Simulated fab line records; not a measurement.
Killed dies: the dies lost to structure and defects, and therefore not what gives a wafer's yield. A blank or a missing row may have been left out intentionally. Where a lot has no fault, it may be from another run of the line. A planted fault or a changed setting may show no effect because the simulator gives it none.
Tool commonality check -- flow gf180mcu -- Sampled: 11 lots, 33 wafers

== REASON FOR OPENING ==
At GF_VT_IMPLANT_OVL_MEAS_40 the reading VT_IMPLANT_03_OVL is flagged on 2 of 11 lots. Fault-free wafers read 0.0 nm, with a standard deviation of 1.5.
Rule: flag the lot when none of its wafers has a number, or when each of its wafers that has one lies beyond 4 standard deviations from that mean. The rest of the lots are taken to be sound.

lot,measured,on,"VT_IMPLANT_03_OVL (nm), wafer by wafer",flag
L679,day 9 02:06,overlay-01,-1.9 -0.3 -0.4,
L680,day 9 04:23,overlay-01,-0.4 -0.7 0.7,
L682,day 10 02:57,overlay-01,-0.9 -2.9 -1.1,
L683,day 10 06:09,overlay-01,140.8 139.3 140.6,FLAGGED
L684,day 10 11:06,overlay-02,139.1 141.4 139.1,FLAGGED
L685,day 10 16:05,overlay-02,3.2 0.5 1.2,
L690,day 12 04:55,overlay-02,0.3 -0.9 -0.8,
L691,day 12 10:41,overlay-01,1.5 1.0 0.3,
L693,day 13 00:24,overlay-01,1.1 0.5 -0.2,
L695,day 13 14:16,overlay-01,1.1 1.6 3.1,
L696,day 13 21:25,overlay-01,3.0 2.6 1.5,
On average the flagged lots' numbers are 140.1 nm, which is +140.1 nm against the usual, or +93 standard deviations.

== LOT BY LOT: THE TOOL USED ==
The record holds 3 process steps before the reading, out of a route of 602 steps. Every cell lists first the tool, next ch and the chambers used by the sampled wafers, and last the start.
lot,flag,GF_STI_ETCH_13,GF_STI_ETCH_14,GF_VT_IMPLANT_EXPOSE_37
L679,,"rie-diel-03 ch 0,1, day 3 03:23","rie-si-02 ch 1,3, day 3 03:28","iline-stepper-02 ch 0, day 8 17:48"
L680,,"rie-diel-01 ch 0,1,2, day 3 08:08","rie-si-02 ch 1,2,3, day 3 08:13","iline-stepper-02 ch 0, day 8 20:52"
L682,,"rie-diel-01 ch 0,2,3, day 3 18:56","rie-si-02 ch 1,2,3, day 3 19:04","iline-stepper-02 ch 0, day 9 18:25"
L683,FLAGGED,"rie-diel-04 ch 0,1,3, day 4 00:03","rie-si-01 ch 1,2,3, day 4 00:08","iline-stepper-02 ch 0, day 9 21:50"
L684,FLAGGED,"rie-diel-04 ch 2,3, day 4 04:33","rie-si-01 ch 0,1,2, day 4 04:38","iline-stepper-02 ch 0, day 10 02:17"
L685,,"rie-diel-03 ch 1,3, day 4 09:51","rie-si-01 ch 0,1, day 4 09:56","iline-stepper-01 ch 0, day 10 07:15"
L690,,"rie-diel-03 ch 1,3, day 5 11:48","rie-si-01 ch 0,2,3, day 5 11:53","iline-stepper-01 ch 0, day 11 19:56"
L691,,"rie-diel-04 ch 0,2,3, day 5 17:39","rie-si-01 ch 0,3, day 5 17:44","iline-stepper-01 ch 0, day 12 01:27"
L693,,"rie-diel-01 ch 0,2,3, day 6 03:29","rie-si-01 ch 0,2,3, day 6 03:34","iline-stepper-01 ch 0, day 12 14:39"
L695,,"rie-diel-01 ch 0,3, day 6 13:53","rie-si-02 ch 0,1,3, day 6 13:58","iline-stepper-01 ch 0, day 13 04:24"
L696,,"rie-diel-03 ch 0,1,2, day 6 19:57","rie-si-02 ch 2,3, day 6 20:02","iline-stepper-01 ch 0, day 13 11:15"
These steps, and what they do:
- GF_STI_ETCH_13: etches the open film in CHF3/O2, stops on Si, target depth 282.31 nm, time 112.9 s.
- GF_STI_ETCH_14: etches Si in HBr/Cl2/O2, target depth 360 nm, time 102.9 s.
- GF_VT_IMPLANT_EXPOSE_37: exposes mask Nwell HV AREA, target cd 860 nm.
- GF_VT_IMPLANT_OVL_MEAS_40

== FLAGGED AGAINST TOTAL, ONE TOOL AT A TIME (gauges that did the reading follow at the end) ==
step,tool,lots run,flagged,share of the flagged lots,sound lots run after its first flagged lot
GF_STI_ETCH_13,rie-diel-01,4,0,none,-
GF_STI_ETCH_13,rie-diel-03,4,0,none,-
GF_STI_ETCH_13,rie-diel-04,3,2,all,1 (L691)
GF_STI_ETCH_14,rie-si-01,6,2,all,"4 (L685,L690,L691,L693)"
GF_STI_ETCH_14,rie-si-02,5,0,none,-
GF_VT_IMPLANT_EXPOSE_37,iline-stepper-01,6,0,none,-
GF_VT_IMPLANT_EXPOSE_37,iline-stepper-02,5,2,all,0
GF_VT_IMPLANT_OVL_MEAS_40,overlay-01,8,1,some,"4 (L691,L693,L695,L696)"
GF_VT_IMPLANT_OVL_MEAS_40,overlay-02,3,1,some,"2 (L685,L690)"

== THE TABLE: WHAT IT ALLOWS ==
Rows of the table that ran every flagged lot, 3 in all: rie-diel-04 at GF_STI_ETCH_13, rie-si-01 at GF_STI_ETCH_14, iline-stepper-02 at GF_VT_IMPLANT_EXPOSE_37.
- rie-diel-04 at GF_STI_ETCH_13: 2 of its 3 lots flagged. After the first flagged lot (L691), sound lots still ran on it; a lasting fault on the whole tool would not permit that.
- rie-si-01 at GF_STI_ETCH_14: 2 of its 6 lots flagged. After the first flagged lot (L685, L690, L691, L693), sound lots still ran on it; a lasting fault on the whole tool would not permit that.
- iline-stepper-02 at GF_VT_IMPLANT_EXPOSE_37: 2 of its 5 lots flagged. Last sound lot L682 at day 9 18:25, first flagged lot L683 at day 9 21:50; a fault beginning in between fits.
Just one tool remains: iline-stepper-02 at GF_VT_IMPLANT_EXPOSE_37.

== WHAT HAD BEEN PUT IN BY THE SIMULATOR ==
Scanner matching overlay: iline-stepper-02, from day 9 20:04 on, at GF_VT_IMPLANT_EXPOSE_37. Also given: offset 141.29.
Struck lots among those shown: L683, L684. The rule given above showed the same thing.
